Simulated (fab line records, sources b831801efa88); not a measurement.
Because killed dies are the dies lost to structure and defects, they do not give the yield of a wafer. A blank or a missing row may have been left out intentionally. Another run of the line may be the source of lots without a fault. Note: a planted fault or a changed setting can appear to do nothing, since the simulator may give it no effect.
A single fault, viewed from 2 desks || flow sky130 || only its own numbers are on each desk; what lay behind them is given at the end

THE METROLOGY DESK
What the gauges read for every lot (on any tool): the sampled wafers with a number, averaged. Marked OUT: a lot whose mean sits more than 4 standard deviations from the usual mean, which makes it out of limits; the brackets give that distance.
Columns: A = VT_ADJUST_HVTR_TW at SKY_VT_ADJUST_HVTR_TW_MEAS_11, usual 209.4; B = LI_CONTACT_W_THK at SKY_LI_CONTACT_THK_MEAS_23, usual 395 nm
{"lot": "L639", "first seen here": "day 9 21:44", "A": 208.9, "B": 396}
{"lot": "L641", "first seen here": "day 10 19:29", "A": 206.8, "B": 387}
{"lot": "L643", "first seen here": "day 11 10:38", "A": 213.5, "B": 399}
{"lot": "L644", "first seen here": "day 11 14:14", "A": 207.3, "B": 396}
{"lot": "L646", "first seen here": "day 11 20:33", "A": 206.9, "B": 397}
{"lot": "L645", "first seen here": "day 11 22:52", "A": 206.7, "B": 383}
{"lot": "L647", "first seen here": "day 12 03:35", "A": 209.5, "B": 403}
{"lot": "L656", "first seen here": "day 15 03:44", "A": "197.0 (-4.8) OUT", "B": 390}
{"lot": "L657", "first seen here": "day 15 08:10", "A": "197.3 (-4.7) OUT", "B": 411}
{"lot": "L658", "first seen here": "day 15 15:30", "A": 213.3, "B": 397}
{"lot": "L660", "first seen here": "day 16 08:37", "A": 208.8, "B": 382}
{"lot": "L661", "first seen here": "day 16 12:51", "A": 208.5, "B": 399}
This desk reports L656, L657 out of limits; the earliest was L656 at day 15 03:44 (VT_ADJUST_HVTR_TW at SKY_VT_ADJUST_HVTR_TW_MEAS_11). In limits: L639, L641, L643, L644, L646, L645, L647, L658, L660, L661.

DESK OF THE TOOL OWNER: implanter-01
The tool's own readings at SKY_VT_ADJUST_HVTR_IMPLANT_09: means of the sampled wafers that have a number, for each lot that ran on this tool. Marked OUT: a lot whose mean sits more than 4 standard deviations from the usual mean, which makes it out of limits; the brackets give that distance.
Columns: A = beam_on_s at SKY_VT_ADJUST_HVTR_IMPLANT_09, usual 9.98 s; B = faraday_current_uA at SKY_VT_ADJUST_HVTR_IMPLANT_09, usual 11.86
{"lot": "L641", "first seen here": "day 10 19:16", "A": 9.92, "B": 11.92}
{"lot": "L644", "first seen here": "day 11 13:59", "A": 10.04, "B": 11.84}
{"lot": "L646", "first seen here": "day 11 20:19", "A": 10.04, "B": 11.77}
{"lot": "L647", "first seen here": "day 12 03:23", "A": 10.15, "B": 11.66}
{"lot": "L656", "first seen here": "day 15 03:20", "A": "8.50 (-7.4) OUT", "B": "13.92 (+8.6) OUT"}
{"lot": "L657", "first seen here": "day 15 07:50", "A": "8.22 (-8.8) OUT", "B": "14.39 (+11) OUT"}
This desk's verdict: out of limits on L656, L657, starting with L656 at day 15 03:20 (beam_on_s at SKY_VT_ADJUST_HVTR_IMPLANT_09). In limits: L641, L644, L646, L647.

PUT TOGETHER
The tool owner's desk could have raised an alarm at day 15 03:20, on L656, L657.
At day 15 03:44 the metrology desk could have sounded an alarm, on L656, L657.
All the named lots went through SKY_VT_ADJUST_HVTR_IMPLANT_09 on implanter-01.

WHAT THE SIMULATOR HAD PUT IN
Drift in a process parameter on implanter-01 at SKY_VT_ADJUST_HVTR_IMPLANT_09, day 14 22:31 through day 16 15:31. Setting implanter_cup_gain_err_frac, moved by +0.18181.
Lots struck among those shown: L656, L657.
Time in hours from fault onset to the first out-of-limits reading at each desk: tool owner's desk 5, metrology desk 5.
